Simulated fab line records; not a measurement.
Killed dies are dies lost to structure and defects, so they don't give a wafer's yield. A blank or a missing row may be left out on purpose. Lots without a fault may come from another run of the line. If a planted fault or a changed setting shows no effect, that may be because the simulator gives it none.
Comparing a struck lot with a sound one || flow sky130 || 15 steps out of a route of 708
Sound: the wafers L387.1, L387.5, L387.6. Struck: wafer L400.1 (left out: L400.3, L400.4 of the same lot, which were not struck); the cause appears at the end.
At each step with rows: each side's tool, then ch and its chambers, then its first start. Under that, the readings that differ: sound wafers || struck wafers || difference of the means || sigmas: that difference in standard deviations of wafers without a fault.
alike: a reading whose means differ by less than 2 such deviations, as well as words and numbers matching on both sides. not compared: withheld readings; readings where some wafer has no value; bounds like >300 that might hide an equal value; numbers whose values overlap and for which the record gives no deviation.
The two part at a step that has a row with sigmas, a row that says differs or no value, or rows on one side only. When numbers do not overlap yet have no deviation, they are printed without sigmas and do not part them. A reading missing from all wafers of one side parts the sides only when that side holds two or more wafers.

SKY_VIA3_CD_MEAS_12 targets a cd of 200 nm.
  struck on cd-sem-02, day 43 21:58; sound on cd-sem-01, day 40 10:40
  alike: cd-nm
SKY_VIA3_OVL_MEAS_13:
  struck on overlay-02, day 43 22:05; sound on overlay-01, day 40 10:47
{"reading": "VIA3_OVL (nm)", "sound": "-7 -9 -11", "struck": 5, "difference": "+14", "sigmas": "+2"}
SKY_VIA3_ETCH_14: etches BARC in N2/H2, stops on SiO2, time 45.9 s, target depth 60 nm.
  sound on rie-diel-03 ch 0,2,3, day 40 10:49; struck on rie-diel-03 ch 0, day 43 22:07
  alike: drypump-motor-current-A, oes-product-au, throttle-valve-pct
  not compared: rf-hours-counter-h
SKY_VIA3_ETCH_15: etches SiO2 in C4F8/O2/Ar, stops on TiN, target depth 507 nm, time 78 s.
  sound on rie-diel-03 ch 0,2,3, day 40 10:52; struck on rie-diel-03 ch 0, day 43 22:10
  alike: oes-product-au
  not compared: rf-hours-counter-h
SKY_VIA3_STRIP_16: strips in O2/N2.
  sound on plasma-asher-03 ch 0,1, day 40 10:55; struck on plasma-asher-03 ch 0, day 43 22:13
  alike: drypump-motor-current-A, oes-product-au, strip-time-to-endpoint-s
  not compared: rf-hours-counter-h
then, 4 steps without rows for these wafers: SKY_VIA3_STRIP_17 (strips in post etch residue remover, time 1200 s); SKY_VIA3_CLEAN_18 (cleans in IPA, time 180 s); SKY_VIA3_CLEAN_19 (cleans in O3/DIW); SKY_VIA3_SPUTTER_20 (material TiN, target thk 20 nm, time 80 s).
SKY_VIA3_CVD_21: deposits W, target thk 390 nm, time 117.31 s.
  sound on cvd-w-02 ch 0,1, day 40 11:37; struck on cvd-w-01 ch 0, day 43 22:53
  alike: chamber-pressure-Torr, heater-power-outer-w, heater-power-w
SKY_VIA3_RS_MEAS_22: measures by four-point-probe.
  struck on film-metro-01, day 43 23:00; sound on film-metro-04, day 40 11:44
  alike: VIA3_W_RS
SKY_VIA3_THK_MEAS_23: measures by xrf.
  struck on film-metro-01, day 43 23:07; sound on film-metro-04, day 40 11:51
{"reading": "VIA3_W_THK (nm)", "sound": "389 382 387", "struck": 406, "difference": "+20", "sigmas": "+3"}
SKY_VIA3_CMP_24: polishes, stops on SiO2, t overpolish 20 s, target thk 0 nm.
  sound on cmp-01 ch 1,2, day 40 11:55; struck on cmp-01 ch 1, day 43 23:14
{"reading": "overpolish-run-s (s)", "sound": "20.005 19.997 19.993", "struck": 0.050, "difference": -19.948, "sigmas": "-99 or more"}
{"reading": "time-to-endpoint-s (s)", "sound": "100 96 99", "struck": 151, "difference": "+53", "sigmas": "+15"}
  alike: motor-current-A, slurry-filter-dp-kPa
SKY_METAL4_SPUTTER_00: material Ti, target thk 15 nm, time 10 s.
  rows exist in the record for the sound wafers here (pvd-sputter-01, day 40 12:13), none for the struck ones
-- the record jumps here: 5 days lie between the struck wafers' starts before and after (it left off in module METAL4 and takes up again in module PAD_OPEN, whose first step shown is number 708 of the route) --
SKY_PAD_OPEN_PROBE_99:
  record: rows for the struck wafers here (prober-02, day 49 06:16), none for the sound ones

WHERE THEY PART
First at SKY_VIA3_OVL_MEAS_13; last, within this record, at SKY_PAD_OPEN_PROBE_99.

WHY: what had been put in by the simulator
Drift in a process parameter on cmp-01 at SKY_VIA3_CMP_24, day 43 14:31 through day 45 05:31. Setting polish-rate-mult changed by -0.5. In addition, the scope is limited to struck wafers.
